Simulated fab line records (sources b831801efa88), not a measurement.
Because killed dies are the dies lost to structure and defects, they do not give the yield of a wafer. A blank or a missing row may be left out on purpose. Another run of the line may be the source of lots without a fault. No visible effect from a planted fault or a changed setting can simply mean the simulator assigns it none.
fab line records	flow gf180mcu
[record] lots = 12	wafers = 35	lastDay = 34
route steps=602 shown POLY_GATE@169 HV_LDD@185 NSD@243 SALICIDE@286
lots that met no fault: from a run of the same line without faults
startH: hours from the record's opening day to when the first of the lot's shown wafers began	waitH: hours elapsed since this lot's preceding step	" as in the row above	L1.1+2: several wafers, shown together as one row	- either no value or no given start	* or withheld: withheld	< > ~ a bound
route shown NAME@n: NAME is a module with steps in the file, n the number in the route of the first one	usual: mean/standard deviation of fault-free wafers	same: alike in all rows	chamber/n: place in a boat	sites: the reading at each site	_std_site: standard deviation across them	_edge_site: the outer-site mean with the inner-site mean subtracted	radiusMm: for every site, how far away it sits from the centre of the wafer	mask NAME#n: copy n	behind: the tool/chamber that last shaped the wafer	hold: why the lot was held/for how many hours/how that ended	device: whichever transistor did not switch (one of n, p or np)	end of line: tests of these same wafers at the route's end	a step with no rows: only its recipe	killed: dies lost to structure and defects at the first sort, not the wafer's yield	map: per-die view of a wafer (x killed, . not killed, _ where there is no die)
set.NAME: setting as actually run; set.NAME@STEP: the setting as run at that earlier step	model.NAME: the simulator's own value behind a step, which no gauge read
steps of the route over a sample of lots; a table a step, a row a wafer
services: when a tool's chamber went out of use (startH, in hours from the record's first day, below 0 if earlier), for how many hours, and the reason
[[steps]]
[step GF_POLY_GATE_ETCH_12]
[recipe] chemistry = N2/H2	targetDepthA = withheld	overetchA = withheld	timeS = withheld	target = BARC	ionEnergyEv = 200	sourceW = 500	biasW = 100	pressureMtorr = 30	n2FlowSccm = 100	h2FlowSccm = 200
[usual] drypumpMotorCurrentA = 5.7/0.43	h2FlowSccm = 199.9/0.62	oesProductAu = 0.735/0.0048	throttleValvePct = 13.216/0.0085
lot.wafer	tool	chamber	startH	waitH	drypumpMotorCurrentA	h2FlowSccm	oesProductAu	throttleValvePct
L553.3	rieDiel-04	0	196.40	0.0	5.3	200.6	0.734	13.236
L553.4	"	3	"	"	5.6	200.3	0.732	13.211
L553.6	"	3	"	"	5.6	199.2	0.737	13.214
L554.4	rieDiel-01	1	200.72	0.0	5.8	199.6	0.733	13.202
L554.5	"	0	"	"	5.5	199.4	0.737	13.208
L554.6	"	3	"	"	6.5	200.7	0.729	13.215
L555.2	rieDiel-01	3	217.35	0.0	6.5	200.1	0.735	13.219
L555.4	"	0	"	"	5.4	199.2	0.728	13.223
L555.6	"	1	"	"	5.8	200.6	0.739	13.208
L557.1	rieDiel-02	3	224.65	0.0	5.6	198.6	0.729	13.208
L557.4	"	1	"	"	5.0	199.1	0.741	13.219
L557.5	"	0	"	"	6.4	199.6	0.736	13.219
L558.3	rieDiel-04	0	233.73	0.0	5.2	199.1	0.740	13.219
L558.4	"	2	"	"	5.7	200.3	0.738	13.208
L558.6	"	0	"	"	5.2	199.9	0.731	13.226
L559.1	rieDiel-04	2	241.30	0.0	5.7	199.1	0.738	13.221
L559.4	"	0	"	"	5.3	200.4	0.741	13.217
L559.6	"	0	"	"	5.3	199.3	0.736	13.197
L561.3	rieDiel-02	2	254.62	0.0	5.9	199.7	0.738	13.207
L561.4	"	3	"	"	5.7	199.9	0.740	13.225
L561.5	"	2	"	"	5.9	199.0	0.734	13.218
L562.2	rieDiel-04	3	258.53	0.0	5.6	200.0	0.729	13.215
L562.5	"	2	"	"	5.7	199.6	0.738	13.216
L572.2	rieDiel-04	1	335.32	0.0	5.4	200.2	0.729	13.213
L572.5	"	0	"	"	5.3	200.8	0.742	13.218
L572.6	"	2	"	"	5.7	199.4	0.738	13.231
L573.2	rieDiel-02	1	340.05	0.0	5.0	199.5	0.741	13.209
L573.3	"	2	"	"	5.9	198.7	0.741	13.220
L573.5	"	2	"	"	5.8	200.0	0.740	13.208
L574.1	rieDiel-04	3	342.48	0.0	5.6	200.4	0.732	13.213
L574.5	"	3	"	"	5.5	200.6	0.731	13.229
L574.6	"	0	"	"	5.3	201.3	0.733	13.215
L575.1	rieDiel-01	0	352.45	0.0	5.5	199.2	0.738	13.209
L575.2	"	3	"	"	6.5	199.5	0.732	13.214
L575.4	"	2	"	"	5.8	200.2	0.739	13.217
[step GF_HV_LDD_IMPLANT_09]
[recipe] species = As	energyKev = 40	doseCm2 = 1e+14	tiltDeg = 7
[usual] beamOnS = 10.02/0.19	faradayCurrentUA = 562/10
lot.wafer	tool	chamber	startH	waitH	beamOnS	faradayCurrentUA
L553.3	implanter-02	0	216.40	0.1	10.21	551
L553.4	"	0	"	"	9.83	574
L553.6	"	0	"	"	9.90	570
L554.4	implanter-03	0	221.46	0.1	10.03	563
L554.5	"	0	"	"	10.03	560
L554.6	"	0	"	"	10.30	546
L555.2	implanter-04	0	237.55	0.0	10.06	559
L555.4	"	0	"	"	9.81	573
L555.6	"	0	"	"	9.72	577
L557.1	implanter-04	0	244.75	0.0	9.80	570
L557.4	"	0	"	"	10.38	546
L557.5	"	0	"	"	9.96	565
L558.3	implanter-04	0	254.25	0.1	10.16	556
L558.4	"	0	"	"	9.98	564
L558.6	"	0	"	"	9.94	568
L559.1	implanter-04	0	261.93	0.0	9.77	575
L559.4	"	0	"	"	10.10	557
L559.6	"	0	"	"	9.84	574
L561.3	implanter-04	0	275.43	0.1	7.66	738
L561.4	"	0	"	"	10.33	546
L561.5	"	0	"	"	10.29	546
L562.2	implanter-04	0	279.32	0.0	7.59	741
L562.5	"	0	"	"	9.94	568
L572.2	implanter-04	0	358.60	0.0	10.07	556
L572.5	"	0	"	"	9.75	578
L572.6	"	0	"	"	9.90	569
L573.2	implanter-04	0	365.82	0.0	9.96	564
L573.3	"	0	"	"	10.28	548
L573.5	"	0	"	"	10.08	557
L574.1	implanter-04	0	366.69	0.0	9.95	565
L574.5	"	0	"	"	9.84	572
L574.6	"	0	"	"	10.27	551
L575.1	implanter-03	0	376.98	0.0	9.99	566
L575.2	"	0	"	"	10.22	549
L575.4	"	0	"	"	9.77	579
[step GF_HV_LDD_TW_MEAS_11]
[usual] HV_LDD_TW = 2428/13
lot.wafer	tool	chamber	startH	waitH	HV_LDD_TW
L553.3	filmMetro-03	-	216.62	0.1	2435
L553.4	"	-	"	"	2431
L553.6	"	-	"	"	2442
L554.4	filmMetro-02	-	221.67	0.1	2425
L554.5	"	-	"	"	2423
L554.6	"	-	"	"	2418
L555.2	filmMetro-03	-	237.79	0.1	2436
L555.4	"	-	"	"	2430
L555.6	"	-	"	"	2432
L557.1	filmMetro-02	-	245.00	0.1	2413
L557.4	"	-	"	"	2414
L557.5	"	-	"	"	2419
L558.3	filmMetro-02	-	254.47	0.1	2428
L558.4	"	-	"	"	2417
L558.6	"	-	"	"	2424
L559.1	filmMetro-02	-	262.18	0.1	2423
L559.4	"	-	"	"	2405
L559.6	"	-	"	"	2406
L561.3	filmMetro-02	-	275.66	0.1	2242
L561.4	"	-	"	"	2410
L561.5	"	-	"	"	2428
L562.2	filmMetro-02	-	279.56	0.1	2249
L562.5	"	-	"	"	2405
L572.2	filmMetro-02	-	358.84	0.1	2428
L572.5	"	-	"	"	2435
L572.6	"	-	"	"	2434
L573.2	filmMetro-02	-	366.05	0.1	2427
L573.3	"	-	"	"	2441
L573.5	"	-	"	"	2435
L574.1	filmMetro-03	-	366.94	0.1	2432
L574.5	"	-	"	"	2426
L574.6	"	-	"	"	2421
L575.1	filmMetro-03	-	377.23	0.1	2423
L575.2	"	-	"	"	2429
L575.4	"	-	"	"	2432
[step GF_HV_LDD_RS_MEAS_53]
[recipe] thkMeasGauge = four-point-probe
[usual] HV_LDD_RS = 418.4/1.2
lot.wafer	tool	chamber	startH	waitH	HV_LDD_RS[ohm/sq]
L553.3	filmMetro-02	-	273.54	0.2	418.7
L553.4	"	-	"	"	418.7
L553.6	"	-	"	"	418.2
L554.4	filmMetro-03	-	279.77	0.1	417.4
L554.5	"	-	"	"	418.4
L554.6	"	-	"	"	417.7
L555.2	filmMetro-02	-	296.68	0.1	419.5
L555.4	"	-	"	"	419.2
L555.6	"	-	"	"	419.5
L557.1	filmMetro-02	-	304.80	0.1	419.8
L557.4	"	-	"	"	417.9
L557.5	"	-	"	"	418.2
L558.3	filmMetro-02	-	314.64	0.1	418.0
L558.4	"	-	"	"	418.9
L558.6	"	-	"	"	418.7
L559.1	filmMetro-02	-	322.17	0.1	419.2
L559.4	"	-	"	"	420.2
L559.6	"	-	"	"	420.5
L561.3	filmMetro-03	-	337.40	0.1	467.0
L561.4	"	-	"	"	417.6
L561.5	"	-	"	"	417.8
L562.2	filmMetro-02	-	341.78	0.1	470.8
L562.5	"	-	"	"	421.1
L572.2	filmMetro-02	-	429.57	0.1	420.2
L572.5	"	-	"	"	418.5
L572.6	"	-	"	"	418.5
L573.2	filmMetro-03	-	436.92	0.1	418.2
L573.3	"	-	"	"	417.9
L573.5	"	-	"	"	418.2
L574.1	filmMetro-03	-	438.75	0.1	417.7
L574.5	"	-	"	"	417.4
L574.6	"	-	"	"	418.0
L575.1	filmMetro-02	-	449.61	0.1	419.7
L575.2	"	-	"	"	417.8
L575.4	"	-	"	"	418.7
[step GF_NSD_OVL_MEAS_08]
[usual] NSD_OVL = -2.2/1.4
lot.wafer	tool	chamber	startH	waitH	NSD_OVL[nm]
L553.3	overlay-01	-	295.82	0.1	-3.1
L553.4	"	-	"	"	-3.5
L553.6	"	-	"	"	-3.1
L554.4	overlay-02	-	302.60	0.1	-1.3
L554.5	"	-	"	"	-2.2
L554.6	"	-	"	"	-1.5
L555.2	overlay-02	-	321.14	0.1	-0.5
L555.4	"	-	"	"	-0.6
L555.6	"	-	"	"	-0.8
L557.1	overlay-01	-	328.20	0.1	-1.2
L557.4	"	-	"	"	-3.0
L557.5	"	-	"	"	-2.5
L558.3	overlay-01	-	338.16	0.1	-3.3
L558.4	"	-	"	"	-4.3
L558.6	"	-	"	"	-3.0
L559.1	overlay-01	-	345.99	0.1	-0.8
L559.4	"	-	"	"	-1.0
L559.6	"	-	"	"	-2.5
L561.3	overlay-01	-	362.57	0.1	-2.3
L561.4	"	-	"	"	-3.2
L561.5	"	-	"	"	-2.6
L562.2	overlay-01	-	366.06	0.1	-3.7
L562.5	"	-	"	"	-3.7
L572.2	overlay-01	-	456.65	0.1	-1.5
L572.5	"	-	"	"	-3.2
L572.6	"	-	"	"	-0.8
L573.2	overlay-02	-	465.61	0.1	0.0
L573.3	"	-	"	"	-0.4
L573.5	"	-	"	"	0.0
L574.1	overlay-01	-	468.05	0.1	0.1
L574.5	"	-	"	"	-1.1
L574.6	"	-	"	"	-2.0
L575.1	overlay-01	-	477.20	0.1	-1.4
L575.2	"	-	"	"	-0.9
L575.4	"	-	"	"	-1.8
[step GF_SALICIDE_RTA_08]
[recipe] tempC = 800	timeS = 30	ambient = N2
[usual] lampPowerPct = 17.2/2.1	wafer_temp_C_max = 803.5/0.91
lot.wafer	tool	chamber	startH	waitH	lampPowerPct	wafer_temp_C_max
L553.3	rtpAnneal-01	0	338.53	0.0	20.2	805.2
L553.4	"	0	"	"	20.2	806.0
L553.6	"	0	"	"	20.2	804.4
L554.4	rtpAnneal-02	0	346.16	0.1	15.7	802.7
L554.5	"	0	"	"	15.7	803.7
L554.6	"	0	"	"	15.7	804.0
L555.2	rtpAnneal-01	0	365.46	0.0	20.2	805.1
L555.4	"	0	"	"	20.2	804.1
L555.6	"	0	"	"	20.2	803.1
L557.1	rtpAnneal-01	0	373.95	0.0	20.2	804.6
L557.4	"	0	"	"	20.2	805.3
L557.5	"	0	"	"	20.2	804.6
L558.3	rtpAnneal-01	0	384.31	0.0	20.2	804.3
L558.4	"	0	"	"	20.2	804.8
L558.6	"	0	"	"	20.2	803.8
L559.1	rtpAnneal-02	0	392.41	0.0	15.7	802.7
L559.4	"	0	"	"	15.7	802.3
L559.6	"	0	"	"	15.7	802.8
L561.3	rtpAnneal-02	0	409.89	0.0	15.7	803.6
L561.4	"	0	"	"	15.7	802.4
L561.5	"	0	"	"	15.7	802.7
L562.2	rtpAnneal-01	0	414.80	0.0	20.2	805.0
L562.5	"	0	"	"	20.2	804.7
L572.2	rtpAnneal-02	0	506.66	0.0	15.7	802.7
L572.5	"	0	"	"	15.7	804.4
L572.6	"	0	"	"	15.7	804.4
L573.2	rtpAnneal-02	0	515.77	0.0	15.7	803.3
L573.3	"	0	"	"	15.7	802.5
L573.5	"	0	"	"	15.7	803.5
L574.1	rtpAnneal-02	0	517.09	0.0	15.7	803.5
L574.5	"	0	"	"	15.7	802.5
L574.6	"	0	"	"	15.7	802.8
L575.1	rtpAnneal-01	0	525.84	0.0	20.2	803.2
L575.2	"	0	"	"	20.2	804.9
L575.4	"	0	"	"	20.2	803.9
[[services]]
tool	chamber	startH	hours	kind
rieDiel-01	2	198.27	8.0	repair
rieDiel-01	-	208.28	2.8	pm
implanter-03	-	217.53	0.7	repair
rieDiel-02	1	228.66	3.4	repair
rieDiel-02	3	240.65	7.8	repair
rieDiel-04	1	243.35	27.0	repair
rieDiel-02	-	255.62	0.5	repair
rieDiel-01	1	259.64	6.7	repair
rieDiel-02	1	260.70	10.9	repair
rieDiel-02	2	263.30	48.7	repair
rieDiel-04	0	290.90	9.3	repair
implanter-03	-	298.38	3.1	repair
rieDiel-04	-	308.07	14.6	pm
rieDiel-02	3	354.23	15.2	repair
implanter-04	-	361.89	3.6	repair
rieDiel-04	0	387.29	15.7	repair
rieDiel-02	2	414.98	7.9	repair
implanter-04	-	425.36	3.7	repair
rieDiel-01	-	436.50	0.2	repair
rieDiel-04	3	450.30	23.5	repair
rieDiel-02	3	469.66	2.6	repair
rieDiel-04	2	469.76	24.6	repair
rieDiel-01	-	506.27	0.3	repair
rieDiel-01	-	511.77	4.8	repair
[[key]]
[firstSign] step = GF_HV_LDD_IMPLANT_09	reading = faradayCurrentUA	direction = up	sigmas = 17	usual = 562	struck = 740
[effect] step = GF_HV_LDD_IMPLANT_09	reading = beamOnS	direction = down	sigmas = 13	usual = 10.02	struck = 7.62
[effect] step = GF_HV_LDD_TW_MEAS_11	reading = HV_LDD_TW	direction = down	sigmas = 14	usual = 2428	struck = 2246
[effect] step = GF_HV_LDD_RS_MEAS_53	reading = HV_LDD_RS	direction = up	sigmas = 43	usual = 418.4	struck = 468.9
metAt GF_HV_LDD_IMPLANT_09
struckLots L561,L562
struckWafers L561.3,L562.2
testerLeftOut L561,L562
notActingAt GF_POLY_GATE_ETCH_12,GF_NSD_OVL_MEAS_08,GF_SALICIDE_RTA_08
onsetBetween 261.93 275.43
[fault] kind = processParameterDrift	tool = implanter-04	chamber = -	onsetH = 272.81	steps = GF_HV_LDD_IMPLANT_09	channel = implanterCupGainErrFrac	offset = 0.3	shape = step	endH = 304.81	scope = struckWafersOnly
// testerLeftOut: of these lots the tester's yield and bins aren't shown, on N5 and GAA mostly nor the transistor test; their killed dies are dies lost to structure and defects alone, not to doping, threshold or leakage, so they don't give the yield
